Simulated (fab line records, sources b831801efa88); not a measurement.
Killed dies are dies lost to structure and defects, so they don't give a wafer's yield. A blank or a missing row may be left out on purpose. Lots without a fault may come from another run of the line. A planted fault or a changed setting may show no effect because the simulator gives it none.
A struck lot beside a sound one | flow sky130 | 18 steps out of a route of 708
Sound: wafers L634.1, L634.2, L634.6. Struck: wafers L641.3, L641.4, L641.6. The cause comes at the end.
At each step with rows: each side's tool, then ch and its chambers, then its first start. Under that, the readings that differ: sound wafers | struck wafers | difference of the means | sigmas: that difference in standard deviations of wafers without a fault.
alike: readings whose means differ by less than 2 such deviations, and words and numbers that are the same on both sides. not compared: withheld readings, readings that some wafer has no value for, bounds like >300 that may hide the same value, and numbers for which the record gives no deviation and whose values overlap.
The two part at a step that has a row with sigmas, a row that says differs or no value, or rows on one side only. Numbers that don't overlap but have no deviation are shown without sigmas and don't part them. A reading that every wafer of one side lacks parts them only if that side has two wafers or more.

first, 3 steps without rows for these wafers: SKY_SONOS_ONO_WET_ETCH_18 (etches Si3N4 in H3PO4, target depth 15 nm, time 172 s); SKY_GATE_OXIDE_CLEAN_00 (cleans in SC1/SC2, time 150 s); SKY_GATE_OXIDE_OXIDATION_01 (stabilise 600 s, purge 300 s, target thk 10.268 nm).
SKY_GATE_OXIDE_THK_MEAS_02:
  sound on film_metro-04, day 14 01:05; struck on film_metro-02, day 16 09:50
  alike: GATE_OXIDE_OXIDATION_00_THK
then, 7 steps without rows for these wafers: SKY_GATE_OXIDE_DEHYDRATE_03 (time 60 s); SKY_GATE_OXIDE_HMDS_04 (prime time 60 s); SKY_GATE_OXIDE_COAT_05 (resist thk 1140 nm); SKY_GATE_OXIDE_SOFTBAKE_06 (time 60 s); SKY_GATE_OXIDE_EXPOSE_07 (exposes mask LVOM, target cd 600 nm); SKY_GATE_OXIDE_PEB_08; SKY_GATE_OXIDE_DEVELOP_09 (develop time 60 s).
SKY_GATE_OXIDE_OVL_MEAS_10:
  sound on overlay-02, day 15 05:19; struck on overlay-01, day 17 14:22
  alike: GATE_OXIDE_OVL
SKY_GATE_OXIDE_IMPLANT_11:
  sound on implanter-04 ch 0, day 15 05:22; struck on implanter-04 ch 0, day 17 14:26
  reading                   | sound              | struck               | difference | sigmas
  beam_energy_keV           | 10.003 9.993 9.997 | 11.449 11.448 11.448 | +1.451     | +99 or more
  model.implant.rp_nm (nm)  | 34.15 34.15 34.15  | 37.87 37.87 37.87    | +3.72      |
  model.implant.drp_nm (nm) | 17.11 17.11 17.11  | 18.84 18.84 18.84    | +1.73      |
then, 1 step without rows for these wafers: SKY_GATE_OXIDE_WET_ETCH_12 (etches SiO2 in dHF, target depth 16.8 nm, time 336 s).
SKY_GATE_OXIDE_STRIP_13: strips in O2/N2.
  sound on plasma_asher-03 ch 0,1, day 15 05:37; struck on plasma_asher-01 ch 0,1, day 17 14:41
  alike: drypump_motor_current_A, oes_product_au, strip_time_to_endpoint_s
  not compared: rf_hours_counter_h
SKY_GATE_OXIDE_TW_MEAS_14:
  sound on film_metro-03, day 15 05:43; struck on film_metro-03, day 17 14:46
  reading       | sound             | struck            | difference | sigmas
  GATE_OXIDE_TW | 223.7 224.4 224.0 | 230.3 229.9 228.4 | +5.5       | +3
then, 1 step without rows for these wafers: SKY_GATE_OXIDE_CLEAN_15 (cleans in SC1/SC2, time 150 s).
-- the record jumps here: 31 days lie between the struck wafers' starts before and after (it left off in module GATE_OXIDE and takes up again in module PAD_OPEN, whose first step shown is number 708 of the route) --
SKY_PAD_OPEN_PROBE_99:
  sound on prober-01, day 47 07:20; struck on prober-02, day 49 00:32
  reading                                  | sound                   | struck                  | difference | sigmas
  killed_at_front_end                      | 26 31 20                | 22 16 7                 | -11        | -2
  model.etest.pfet_01v8_lvt.off_log10_a_um | -8.729 -8.832 -8.799    | -8.178 -8.098 -8.196    | +0.629     |
  model.etest.pfet_01v8_lvt.vt_sat_v (V)   | -0.4306 -0.4305 -0.4288 | -0.3989 -0.3957 -0.4008 | +0.0315    |
  model.etest.pfet_01v8_lvt.vt_v (V)       | -0.5275 -0.5257 -0.5248 | -0.5033 -0.5003 -0.5069 | +0.0225    |
  model.etest.pfet_01v8_lvt.vt_long_v (V)  | -0.6471 -0.6476 -0.6458 | -0.6279 -0.6247 -0.6304 | +0.0192    |
  model.etest.nfet_01v8_lvt.vt_long_v (V)  | 0.4631 0.4655 0.4602    | 0.4412 0.4468 0.4416    | -0.0197    |
  model.etest.nfet_01v8.vt_long_v (V)      | 0.5675 0.5723 0.5633    | 0.5447 0.5494 0.5463    | -0.0209    |
  model.etest.nfet_01v8_turned.vt_v (V)    | 0.7307 0.7384 0.7224    | 0.7061 0.7091 0.7104    | -0.0220    |
  model.etest.nfet_01v8.vt_v (V)           | 0.7286 0.7389 0.7202    | 0.705 0.7092 0.7115     | -0.021     |
  alike: killed_at_M0_to_M3, killed_at_M4_up, killed_at_contacts, killed_at_other, killed_dies, killed_open, killed_short

WHERE THEY PART
First at SKY_GATE_OXIDE_IMPLANT_11; last, within this record, at SKY_PAD_OPEN_PROBE_99.

WHY: what the simulator had put in
Process parameter drift: implanter-04, from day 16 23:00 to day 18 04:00, at SKY_GATE_OXIDE_IMPLANT_11. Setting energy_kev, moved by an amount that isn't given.
